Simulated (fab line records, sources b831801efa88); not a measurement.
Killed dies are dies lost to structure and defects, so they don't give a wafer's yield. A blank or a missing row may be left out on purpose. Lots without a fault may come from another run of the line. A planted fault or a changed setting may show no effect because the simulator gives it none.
Split-lot experiment | flow sky130 | 5 lots, 27 wafers read, on a route of 708 steps

THE SPLIT
At SKY_METAL2_SPUTTER_00 (material Ti, target thk 15 nm, time 10 s), the setting time_s was moved away from the recipe's 10 s on 9 of the 27 wafers read, by -45.9% to +28.4%. The other wafers ran this setting at the recipe's value.

The reading is taken at the split's own step.

THE READING
Ti_of_METAL2_SPUTTER_00.thk_nm (the simulator's own value, which no gauge read), in nm, at SKY_METAL2_SPUTTER_00 (material Ti, target thk 15 nm, time 10 s). The file gives no usual value for it. The 18 wafers here that ran the recipe average 15.064 nm, standard deviation 0.28 nm.

wafer  | tool, chamber at the split | time_s as run, s | against the recipe | Ti_of_METAL2_SPUTTER_00.thk_nm, nm | against lot-mates on the recipe
L074.1 | pvd_sputter-01, -          | 10               | recipe             | 14.89                              | -
L074.2 | pvd_sputter-01, -          | 10               | recipe             | 15.29                              | -
L074.3 | pvd_sputter-01, -          | 10               | recipe             | 15.23                              | -
L074.6 | pvd_sputter-01, -          | 10               | recipe             | 15.23                              | -
L074.4 | pvd_sputter-01, -          | 10               | recipe             | 15.05                              | -
L074.5 | pvd_sputter-01, -          | 10               | recipe             | 15.05                              | -
L076.1 | pvd_sputter-02, -          | 5.415            | -45.9%             | 7.901                              | -6.676
L076.2 | pvd_sputter-02, -          | 5.415            | -45.9%             | 7.657                              | -6.920
L076.3 | pvd_sputter-02, -          | 10               | recipe             | 14.36                              | -
L076.4 | pvd_sputter-02, -          | 5.415            | -45.9%             | 7.923                              | -6.654
L076.5 | pvd_sputter-02, -          | 10               | recipe             | 14.68                              | -
L076.6 | pvd_sputter-02, -          | 10               | recipe             | 14.69                              | -
L079.1 | pvd_sputter-02, -          | 10               | recipe             | 14.7                               | -
L079.2 | pvd_sputter-02, -          | 10               | recipe             | 15                                 | -
L079.3 | pvd_sputter-02, -          | 10               | recipe             | 15.21                              | -
L083.1 | pvd_sputter-01, -          | 12.33            | +23.3%             | 18.51                              | +3.220
L083.2 | pvd_sputter-01, -          | 12.33            | +23.3%             | 18.68                              | +3.390
L083.3 | pvd_sputter-01, -          | 10               | recipe             | 15.31                              | -
L083.4 | pvd_sputter-01, -          | 10               | recipe             | 15.26                              | -
L083.5 | pvd_sputter-01, -          | 12.33            | +23.3%             | 18.34                              | +3.050
L083.6 | pvd_sputter-01, -          | 10               | recipe             | 15.3                               | -
L085.1 | pvd_sputter-01, -          | 12.84            | +28.4%             | 19.17                              | +3.867
L085.2 | pvd_sputter-01, -          | 12.84            | +28.4%             | 19.64                              | +4.337
L085.4 | pvd_sputter-01, -          | 12.84            | +28.4%             | 19.64                              | +4.337
L085.3 | pvd_sputter-01, -          | 10               | recipe             | 15.34                              | -
L085.6 | pvd_sputter-01, -          | 10               | recipe             | 15.34                              | -
L085.5 | pvd_sputter-01, -          | 10               | recipe             | 15.23                              | -

THE FIT
A straight line over all 27 wafers: Ti_of_METAL2_SPUTTER_00.thk_nm changes by +0.156 nm for each +1% of time_s; r = +1.00; the points scatter about the line by 0.27 nm.
The same after taking each lot's own level away (the mean of its wafers on the recipe; 27 wafers): +0.146 nm for each +1%; r = +1.00; scatter 0.16 nm.
On that fit, the largest move of time_s shifts the reading by 6.7 nm.
The lots' own levels span 14.5767 to 15.3033 nm, that is 2.6 times the standard deviation above.
So the lot-to-lot level changes the slope little: the two slopes agree.
Check: with one of the wafers moved furthest among these (-45.9%) left out of the fit, the line predicts -6.72 nm for it against its lot-mates. It came out at -6.68 nm against them.

OTHER SPLITS ON THESE WAFERS
These wafers also went through other splits before the reading. Each is held against what the fit with the lots' levels taken away leaves over:
other split on the same wafers        | wafers away from the commonest value | r with Ti_of_METAL2_SPUTTER_00.thk_nm (lot level and that fit taken away)
SKY_CONTACT_DEVELOP_13 develop_time_s | 12                                   | -0.09

THE FILE'S OWN FIT
Ti_of_METAL2_SPUTTER_00.thk_nm changes by +0.146 nm for each +1% of time_s, r = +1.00.
